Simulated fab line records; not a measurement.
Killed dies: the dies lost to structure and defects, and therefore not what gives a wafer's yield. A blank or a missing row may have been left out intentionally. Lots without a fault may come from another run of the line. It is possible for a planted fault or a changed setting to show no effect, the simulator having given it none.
Commonality check across tools | flow sky130 | 36 wafers sampled across 12 lots

## WHY THIS WAS OPENED
Of 12 lots, 3 have the reading VT_ADJUST_NCORE_OVL flagged at SKY_VT_ADJUST_NCORE_OVL_MEAS_08. Fault-free wafers read -0.2 nm, with a standard deviation of 1.3.
Rule: a lot is flagged in two cases, either no wafer of it has a number, or all its wafers with numbers fall more than 4 standard deviations from that mean. All remaining lots are regarded as sound.

lot  | measured     | on         | VT_ADJUST_NCORE_OVL (nm), wafer by wafer | flag
L367 | day 8 19:02  | overlay-01 | -0.4 -1.0 -1.3                           |
L369 | day 9 07:52  | overlay-02 | 0.9 -0.4 0.3                             |
L374 | day 10 14:38 | overlay-02 | -0.3 -0.8 0.0                            |
L375 | day 11 00:17 | overlay-01 | 0.4 0.4 -0.2                             |
L376 | day 11 06:11 | overlay-02 | 195.0 195.9 193.5                        | FLAGGED
L379 | day 12 07:41 | overlay-02 | -2.2 -0.8 -2.3                           |
L380 | day 12 14:26 | overlay-01 | 2.2 1.8 1.6                              |
L381 | day 12 22:56 | overlay-01 | 193.3 192.5 191.4                        | FLAGGED
L382 | day 13 00:11 | overlay-01 | 193.5 193.4 192.2                        | FLAGGED
L383 | day 13 05:23 | overlay-02 | -1.2 -0.5 -1.2                           |
L385 | day 13 18:17 | overlay-01 | 0.0 -1.5 -1.3                            |
L388 | day 14 18:13 | overlay-02 | -2.0 0.4 0.2                             |
Averaged over the flagged lots the numbers come to 193.4 nm, +193.6 nm from the usual (+99 or more standard deviations).

## WHICH TOOL EACH LOT WENT THROUGH
The record holds 2 process steps before the reading, out of a route of 708 steps. Read each cell as the tool, then ch plus the chambers that the sampled wafers visited, then the start.
lot  | flag    | SKY_VT_ADJUST_HVTP_STRIP_10          | SKY_VT_ADJUST_NCORE_EXPOSE_04
L367 |         | plasma asher-02 ch 1, day 6 09:05    | iline stepper-01 ch 0, day 8 08:50
L369 |         | plasma asher-03 ch 0,1, day 6 18:38  | iline stepper-02 ch 0, day 8 21:00
L374 |         | plasma asher-03 ch 0,1, day 7 22:59  | iline stepper-01 ch 0, day 10 03:43
L375 |         | plasma asher-04 ch 0, day 8 06:11    | iline stepper-02 ch 0, day 10 13:19
L376 | FLAGGED | plasma asher-02 ch 0,1, day 8 12:08  | iline stepper-02 ch 0, day 10 18:56
L379 |         | plasma asher-03 ch 0,1, day 9 10:53  | iline stepper-01 ch 0, day 11 19:58
L380 |         | plasma asher-03 ch 0,1, day 9 16:49  | iline stepper-01 ch 0, day 12 02:09
L381 | FLAGGED | plasma asher-04 ch 0,1, day 10 00:35 | iline stepper-02 ch 0, day 12 11:25
L382 | FLAGGED | plasma asher-02 ch 0,1, day 10 02:08 | iline stepper-02 ch 0, day 12 13:08
L383 |         | plasma asher-04 ch 0,1, day 10 06:44 | iline stepper-01 ch 0, day 12 17:29
L385 |         | plasma asher-04 ch 0,1, day 10 20:02 | iline stepper-01 ch 0, day 13 06:08
L388 |         | plasma asher-03 ch 0,1, day 11 15:10 | iline stepper-01 ch 0, day 14 04:57
What these steps do:
- SKY_VT_ADJUST_HVTP_STRIP_10: strips in O2/N2.
- SKY_VT_ADJUST_NCORE_EXPOSE_04: exposes mask LVTN COMPLEMENT THIN, target cd 380 nm.
- SKY_VT_ADJUST_NCORE_OVL_MEAS_08

## FLAGGED OVER TOTAL, TOOL BY TOOL (the gauges that took the reading come last)
step                            | tool             | lots run | flagged | share of the flagged lots | sound lots run after its first flagged lot
SKY_VT_ADJUST_HVTP_STRIP_10     | plasma asher-02  | 3        | 2       | some                      | 0
SKY_VT_ADJUST_HVTP_STRIP_10     | plasma asher-03  | 5        | 0       | none                      | -
SKY_VT_ADJUST_HVTP_STRIP_10     | plasma asher-04  | 4        | 1       | some                      | 2 (L383,L385)
SKY_VT_ADJUST_NCORE_EXPOSE_04   | iline stepper-01 | 7        | 0       | none                      | -
SKY_VT_ADJUST_NCORE_EXPOSE_04   | iline stepper-02 | 5        | 3       | all                       | 0
SKY_VT_ADJUST_NCORE_OVL_MEAS_08 | overlay-01       | 6        | 2       | some                      | 1 (L385)
SKY_VT_ADJUST_NCORE_OVL_MEAS_08 | overlay-02       | 6        | 1       | some                      | 3 (L379,L383,L388)

## WHAT THE TABLE ALLOWS
In the table, 1 row covers all flagged lots: iline stepper-02 at SKY_VT_ADJUST_NCORE_EXPOSE_04.
- iline stepper-02 at SKY_VT_ADJUST_NCORE_EXPOSE_04: 3 of its 5 lots flagged. Its last sound lot is L375 (day 10 13:19), its first flagged lot L376 (day 10 18:56): a fault that began between those two fits.
One tool is left: iline stepper-02 at SKY_VT_ADJUST_NCORE_EXPOSE_04.

## WHAT THE SIMULATOR HAD PUT IN
Scanner matching overlay: iline stepper-02, from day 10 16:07 on, at SKY_VT_ADJUST_NCORE_EXPOSE_04. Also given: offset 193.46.
Shown lots that were struck: L376, L381, L382. Same finding as the rule above.
